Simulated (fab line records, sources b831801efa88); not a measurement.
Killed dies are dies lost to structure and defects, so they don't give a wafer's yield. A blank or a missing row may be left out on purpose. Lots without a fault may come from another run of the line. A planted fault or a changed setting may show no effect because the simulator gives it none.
Which tool did it? | flow gf180mcu | 13 lots, 38 wafers sampled, at 6 steps of a route of 602

WHAT THE GAUGES READ, wafer by wafer
GF_VT_IMPLANT_OVL_MEAS_40.
lot  | measured     | on         | VT_IMPLANT_03_OVL (nm)
L405 | day 7 10:50  | overlay-01 | 2.0 1.7 1.7
L407 | day 8 12:03  | overlay-01 | 2.1 2.0 0.5
L408 | day 8 19:10  | overlay-01 | -2.4 -1.8 -1.7
L409 | day 8 20:54  | overlay-02 | -1.6 -2.2 0.3
L410 | day 9 01:16  | overlay-02 | -1.2 -2.3 -1.1
L411 | day 9 06:42  | overlay-02 | 1.4 0.8 -0.4
L412 | day 9 16:37  | overlay-01 | 0.0 1.8 -0.6
L413 | day 9 23:46  | overlay-02 | 0.9 -1.1 0.2
L414 | day 10 09:39 | overlay-02 | -0.1 0.9 1.5
L418 | day 11 04:19 | overlay-02 | -0.7 -0.3 -1.0
L421 | day 11 23:47 | overlay-01 | -1.2 -
L426 | day 13 10:40 | overlay-02 | 0.8 0.5 0.8
L428 | day 14 02:52 | overlay-01 | 0.8 0.1 -0.1

GF_VT_IMPLANT_TW_MEAS_43.
lot  | measured     | on            | VT_IMPLANT_4_TW
L405 | day 7 11:08  | film_metro-03 | 702 699 697
L407 | day 8 12:20  | film_metro-04 | 689 695 689
L408 | day 8 19:27  | film_metro-02 | 689 685 687
L409 | day 8 21:11  | film_metro-04 | 695 689 690
L410 | day 9 01:33  | film_metro-03 | 694 693 693
L411 | day 9 06:59  | film_metro-03 | 698 696 696
L412 | day 9 16:55  | film_metro-04 | 695 693 696
L413 | day 10 00:04 | film_metro-02 | 693 689 688
L414 | day 10 09:56 | film_metro-04 | 697 697 699
L418 | day 11 04:37 | film_metro-02 | 691 691 688
L421 | day 12 00:05 | film_metro-03 | 692 30 691 30
L426 | day 13 10:58 | film_metro-04 | 693 694 692
L428 | day 14 03:09 | film_metro-04 | 695 693 694

GF_POLY_GATE_THK_MEAS_01.
lot  | measured     | on            | POLY_GATE_CVD_00_THK (nm)
L405 | day 8 09:54  | film_metro-02 | 202.6 202.8 203.1
L407 | day 9 12:24  | film_metro-02 | 197.9 202.1 198.9
L408 | day 9 17:56  | film_metro-01 | 193.9 196.6 196.2
L409 | day 9 19:26  | film_metro-02 | 198.4 195.8 198.8
L410 | day 10 00:16 | film_metro-02 | 197.8 199.9 197.1
L411 | day 10 06:04 | film_metro-01 | 199.5 196.4 199.5
L412 | day 10 16:25 | film_metro-03 | 200.0 200.7 198.7
L413 | day 11 00:14 | film_metro-03 | 196.4 194.7 197.4
L414 | day 11 09:43 | film_metro-03 | 200.5 200.2 198.9
L418 | day 12 06:32 | film_metro-03 | 200.3 196.5 200.3
L421 | day 13 01:09 | film_metro-01 | 197.2
L426 | day 14 13:23 | film_metro-03 | 198.6 199.9 198.6
L428 | day 15 08:59 | film_metro-02 | 197.3 198.0 198.8

GF_SALICIDE_RS_MEAS_04: measures by four-point-probe.
lot  | measured     | on            | SALICIDE_TIN_RS (ohm/sq)
L405 | day 15 01:01 | film_metro-01 | 16.56 15.99 16.52
L407 | day 16 06:33 | film_metro-01 | 16.75 16.39 16.36
L408 | day 16 16:05 | film_metro-03 | 16.78 16.41 16.68
L409 | day 16 17:55 | film_metro-03 | 16.66 16.65 16.84
L410 | day 17 00:14 | film_metro-01 | 16.36 16.13 16.17
L411 | day 17 03:48 | film_metro-02 | 16.54 16.28 16.47
L412 | day 17 20:19 | film_metro-02 | 16.47 16.57 16.19
L413 | day 18 07:04 | film_metro-02 | 16.31 16.36 16.36
L414 | day 18 17:52 | film_metro-02 | 16.82 16.61 16.61
L418 | day 19 22:23 | film_metro-02 | 16.39 16.45 16.19
L421 | day 21 02:35 | film_metro-02 | 16.06
L426 | day 22 14:37 | film_metro-02 | 15.99 16.09 15.87
L428 | day 23 14:52 | film_metro-02 | 16.07 16.55 16.17

GF_M2_CD_MEAS_14: target cd 280 nm.
lot  | measured     | on        | cd_nm (nm)
L405 | day 19 01:40 | cd_sem-02 | 282.1 283.0 283.0
L407 | day 20 16:34 | cd_sem-02 | 280.0 280.0 278.8
L408 | day 20 20:12 | cd_sem-01 | 280.4 281.6 282.1
L409 | day 21 00:14 | cd_sem-01 | 279.8 278.6 279.8
L410 | day 21 04:58 | cd_sem-01 | 280.6 281.1 281.1
L411 | day 21 09:01 | cd_sem-01 | 280.0 279.2 279.6
L412 | day 22 02:55 | cd_sem-02 | 280.9 280.6 280.3
L413 | day 22 12:52 | cd_sem-02 | 279.9 279.8 280.5
L414 | day 23 10:28 | cd_sem-02 | 279.8 279.2 281.6
L418 | day 24 08:54 | cd_sem-02 | 279.8 279.6 279.1
L421 | day 25 08:35 | cd_sem-02 | 278.5
L426 | day 26 13:16 | cd_sem-02 | 279.8 281.1 279.2
L428 | day 27 08:22 | cd_sem-02 | 281.2 279.9 280.6

WHICH TOOL RAN EACH LOT (tool, then ch and the chambers of the sampled wafers, then the start)
lot  | GF_VT_IMPLANT_DEVELOP_39
L405 | litho_track-03 ch 0, day 7 10:44
L407 | litho_track-01 ch 0, day 8 11:54
L408 | litho_track-03 ch 0, day 8 19:01
L409 | litho_track-04 ch 0, day 8 20:45
L410 | litho_track-04 ch 0, day 9 01:08
L411 | litho_track-04 ch 0, day 9 06:33
L412 | litho_track-03 ch 0, day 9 16:29
L413 | litho_track-04 ch 0, day 9 23:41
L414 | litho_track-01 ch 0, day 10 09:30
L418 | litho_track-01 ch 0, day 11 04:12
L421 | litho_track-04 ch 0, day 11 23:42
L426 | litho_track-03 ch 0, day 13 10:32
L428 | litho_track-03 ch 0, day 14 02:43
- GF_VT_IMPLANT_DEVELOP_39: develop time 60 s.

WHAT THE TOOLS THEMSELVES READ (means of the sampled wafers that have a number; where no wafer has one, the mark that the record gives instead)
The record holds no such reading with a usual standard deviation.

THE ANSWER, worked out from the rows above alone
Rule: what is usual is taken from the lots themselves. Put in order of their means at a reading, lots are off if they are a third of the lots or fewer, leave a main group of 4 or more, and stand apart from it by a gap of 3 or more times the standard deviation of the main group's means; of several such gaps the widest counts. A main group whose means are all the same, to the digits that the tables above print for the reading, isn't used. A lot without any number at a reading at which 4 lots or more have one is off too. The other lots that the step has rows for count as sound. The gauges are gone through in route order, then the tools' own readings, and for those a lot's mean is taken as printed above. The first step at which some lot is off is used, and at that step the reading that is off furthest; a lot without a number counts as furthest.
Off: L421, at GF_VT_IMPLANT_TW_MEAS_43 (VT_IMPLANT_4_TW). The main group: mean 693, standard deviation 3.4.
A tool fits if, at a process step before that reading, it ran every lot that is off, and no sound lot after the first of them. The gauges at GF_VT_IMPLANT_TW_MEAS_43 are tried like those tools. Can't be told from this: 2 tools fit, litho_track-04 at GF_VT_IMPLANT_DEVELOP_39, film_metro-03 at GF_VT_IMPLANT_TW_MEAS_43.

WHAT THE SIMULATOR HAD PUT IN
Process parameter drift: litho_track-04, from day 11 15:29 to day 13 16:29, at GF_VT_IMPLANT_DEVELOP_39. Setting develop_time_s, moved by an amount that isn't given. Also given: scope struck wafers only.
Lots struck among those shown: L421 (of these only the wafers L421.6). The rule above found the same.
